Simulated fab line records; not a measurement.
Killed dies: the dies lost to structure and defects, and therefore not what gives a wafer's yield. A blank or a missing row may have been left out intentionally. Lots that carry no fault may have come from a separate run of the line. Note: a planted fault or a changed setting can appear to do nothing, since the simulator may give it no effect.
Which tool is to blame? || flow sky130 || Sampling: 12 lots, 36 wafers, 2 of 708 route steps

## WHAT THE GAUGES READ, wafer by wafer
SKY_CAPM_OVL_MEAS_12.
{"lot": "L243", "measured": "day 37 23:56", "on": "overlay-02", "CAPM_OVL (nm)": "1.2 2.9 -0.2"}
{"lot": "L245", "measured": "day 38 07:53", "on": "overlay-01", "CAPM_OVL (nm)": "0.6 -0.2 -0.7"}
{"lot": "L246", "measured": "day 38 12:14", "on": "overlay-01", "CAPM_OVL (nm)": "1.4 3.2 0.6"}
{"lot": "L247", "measured": "day 38 21:54", "on": "overlay-02", "CAPM_OVL (nm)": "-0.5 0.3 -0.1"}
{"lot": "L248", "measured": "day 39 09:54", "on": "overlay-02", "CAPM_OVL (nm)": "1.9 0.9 0.5"}
{"lot": "L249", "measured": "day 39 20:45", "on": "overlay-01", "CAPM_OVL (nm)": "2.1 4.1 3.9"}
{"lot": "L252", "measured": "day 40 15:53", "on": "overlay-02", "CAPM_OVL (nm)": "3.1 2.1 2.0"}
{"lot": "L258", "measured": "day 42 15:23", "on": "overlay-01", "CAPM_OVL (nm)": "0.6 -0.1 1.9"}
{"lot": "L259", "measured": "day 42 16:35", "on": "overlay-02", "CAPM_OVL (nm)": "-0.4 -1.2 -0.6"}
{"lot": "L262", "measured": "day 43 03:10", "on": "overlay-01", "CAPM_OVL (nm)": "2.4 1.5 1.0"}
{"lot": "L264", "measured": "day 43 20:45", "on": "overlay-01", "CAPM_OVL (nm)": "1.4 2.0 0.7"}
{"lot": "L265", "measured": "day 44 00:44", "on": "overlay-01", "CAPM_OVL (nm)": "-0.8 -0.3 0.2"}

## WHICH TOOL RAN EACH LOT (tool, then ch and the chambers of the sampled wafers, then the start)
{"lot": "L243", "SKY_METAL3_SPUTTER_03": "pvdSputter-03, day 36 22:47"}
{"lot": "L245", "SKY_METAL3_SPUTTER_03": "pvdSputter-03, day 37 07:37"}
{"lot": "L246", "SKY_METAL3_SPUTTER_03": "pvdSputter-02, day 37 11:37"}
{"lot": "L247", "SKY_METAL3_SPUTTER_03": "pvdSputter-01, day 37 20:51"}
{"lot": "L248", "SKY_METAL3_SPUTTER_03": "pvdSputter-02, day 38 09:40"}
{"lot": "L249", "SKY_METAL3_SPUTTER_03": "pvdSputter-03, day 38 20:34"}
{"lot": "L252", "SKY_METAL3_SPUTTER_03": "pvdSputter-02, day 39 16:37"}
{"lot": "L258", "SKY_METAL3_SPUTTER_03": "pvdSputter-03, day 41 10:39"}
{"lot": "L259", "SKY_METAL3_SPUTTER_03": "pvdSputter-02, day 41 14:22"}
{"lot": "L262", "SKY_METAL3_SPUTTER_03": "pvdSputter-01, day 42 05:53"}
{"lot": "L264", "SKY_METAL3_SPUTTER_03": "pvdSputter-01, day 42 22:42"}
{"lot": "L265", "SKY_METAL3_SPUTTER_03": "pvdSputter-01, day 43 02:05"}
- SKY_METAL3_SPUTTER_03: material Ti, target thk 5 nm, time 3.3 s.

## AS READ BY THE TOOLS THEMSELVES (means over the sampled wafers that have a number; for cases with no such wafer, the mark the record gives instead)
SKY_METAL3_SPUTTER_03.
{"lot": "L243", "tool": "pvdSputter-03", "chamberPressurePa (Pa)": 0.4001, "throttleValvePct (%)": 30.1}
{"lot": "L245", "tool": "pvdSputter-03", "chamberPressurePa (Pa)": 0.4005, "throttleValvePct (%)": 29.0}
{"lot": "L246", "tool": "pvdSputter-02", "chamberPressurePa (Pa)": 0.3999, "throttleValvePct (%)": 28.4}
{"lot": "L247", "tool": "pvdSputter-01", "chamberPressurePa (Pa)": 0.4003, "throttleValvePct (%)": 28.5}
{"lot": "L248", "tool": "pvdSputter-02", "chamberPressurePa (Pa)": 0.4003, "throttleValvePct (%)": 29.7}
{"lot": "L249", "tool": "pvdSputter-03", "chamberPressurePa (Pa)": 0.4006, "throttleValvePct (%)": 29.9}
{"lot": "L252", "tool": "pvdSputter-02", "chamberPressurePa (Pa)": 0.4006, "throttleValvePct (%)": 30.4}
{"lot": "L258", "tool": "pvdSputter-03", "chamberPressurePa (Pa)": 0.3998, "throttleValvePct (%)": 29.4}
{"lot": "L259", "tool": "pvdSputter-02", "chamberPressurePa (Pa)": 0.3999, "throttleValvePct (%)": 30.3}
{"lot": "L262", "tool": "pvdSputter-01", "chamberPressurePa (Pa)": 0.4001, "throttleValvePct (%)": 29.1}
{"lot": "L264", "tool": "pvdSputter-01", "chamberPressurePa (Pa)": 0.4002, "throttleValvePct (%)": 29.1}
{"lot": "L265", "tool": "pvdSputter-01", "chamberPressurePa (Pa)": 0.3990, "throttleValvePct (%)": 28.6}

## THE ANSWER, worked out from the rows above alone
Rule: what is usual is taken from the lots themselves. The widest of any qualifying gaps counts: lots, ordered by their means at a reading, are off when they make up no more than a third of the lots, leave a main group of 4 or more, and stand apart from it by 3 or more times the standard deviation of that group's means. Not used: any main group whose means are identical at the precision the tables above print for the reading. Also off: a lot with no number at a reading for which 4 or more lots have one. Where the step has rows for the other lots, those lots are counted as sound. First the gauges in route order, then the tools' own readings, where a lot's mean is used as printed above. At the first step where some lot is off, the reading lying furthest off is the one used; lots without a number count as furthest.
Across all readings shown, no lot is off: no conclusion can be drawn from this.

## WHAT THE SIMULATOR HAD INSERTED
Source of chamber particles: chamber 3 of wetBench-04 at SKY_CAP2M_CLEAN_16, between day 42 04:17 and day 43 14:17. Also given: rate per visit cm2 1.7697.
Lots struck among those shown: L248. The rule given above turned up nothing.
